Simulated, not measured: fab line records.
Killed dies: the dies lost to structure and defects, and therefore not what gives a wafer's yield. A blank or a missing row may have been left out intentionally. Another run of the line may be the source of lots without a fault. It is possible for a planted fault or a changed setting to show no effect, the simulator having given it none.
A struck lot beside a sound one    flow sky130    15 steps out of a route of 708
Sound: these wafers, L765.1, L765.3, L765.5. Struck: wafers L779.2, L779.3, L779.6. At the end, the cause is stated.
Each step with rows lists, per side, the tool, then ch with its chambers, then its first start. Under that, the readings that differ: sound wafers    struck wafers    difference of the means    sigmas: that difference in standard deviations of wafers without a fault.
alike: readings whose means differ by less than 2 such deviations, and words and numbers that are the same on both sides. not compared: withheld readings, readings that some wafer has no value for, bounds like >300 that may hide the same value, and numbers for which the record gives no deviation and whose values overlap.
A row with sigmas, a row that says differs or no value, or rows on one side alone: a step with any of these is where the two part. When numbers do not overlap yet have no deviation, they are printed without sigmas and do not part them. A reading that every wafer of one side lacks parts them only if that side has two wafers or more.

SKY_LDD_LDN_TW_MEAS_13:
  sound on film metro-03 at day 23 07:16; struck on film metro-03 at day 28 07:23
  alike: LDD_LDN_TW
then, 2 steps without rows for these wafers: SKY_LDD_LDN_CLEAN_14 (cleans in SC1/SC2, time 150 s); SKY_SPACER_CVD_00 (deposits Si3N4 from DCS/NH3, target thk 43.1 nm, time 740 s).
SKY_SPACER_THK_MEAS_01:
  sound on film metro-01 at day 23 09:49; struck on film metro-04 at day 28 09:04
  alike: SPACER_CVD_00_THK
SKY_SPACER_ETCHBACK_02: etches Si3N4 in CH3F/O2, stops on SiO2, time 46.7 s, target depth 45 nm.
  sound on rie diel-02 ch 1,2,3, day 23 09:53; struck on rie diel-03 ch 2,3, day 28 09:07
reading             sound              struck             difference  sigmas
rf fwd power W (W)  398.6 394.6 398.7  391.5 395.6 391.7  -4.4        -2
  alike: O2_flow_sccm, drypump motor current A, oes product au, throttle valve pct
  not compared: rf hours counter h
then, 7 steps without rows for these wafers: SKY_POLY_CUT_DEHYDRATE_00 (time 60 s); SKY_POLY_CUT_HMDS_01 (prime time 60 s); SKY_POLY_CUT_COAT_02 (resist thk 60 nm); SKY_POLY_CUT_COAT_03 (resist thk 450 nm); SKY_POLY_CUT_SOFTBAKE_04 (time 90 s); SKY_POLY_CUT_EXPOSE_05 (exposes mask NPCM, target cd 270 nm); SKY_POLY_CUT_PEB_06.
SKY_POLY_CUT_DEVELOP_07: develop time 60 s.
  sound on litho track-02 ch 0, day 24 15:00; struck on litho track-02 ch 0, day 29 12:00
reading               sound              struck             difference  sigmas
developer temp C (C)  20.83 21.05 20.91  20.20 20.08 20.31  -0.73       -8
SKY_POLY_CUT_CD_MEAS_08: the cd target is 270 nm.
  sound on cd sem-01 at day 24 15:59; struck on cd sem-02 at day 29 12:48
  alike: cd nm
SKY_PAD_OPEN_PROBE_99:
  the record holds rows for the sound wafers here (prober-01, day 46 05:00) but none for the struck ones

WHERE THEY PART
Earliest at SKY_SPACER_ETCHBACK_02; latest, in this record, at SKY_PAD_OPEN_PROBE_99.

WHY: the cause the simulator had injected
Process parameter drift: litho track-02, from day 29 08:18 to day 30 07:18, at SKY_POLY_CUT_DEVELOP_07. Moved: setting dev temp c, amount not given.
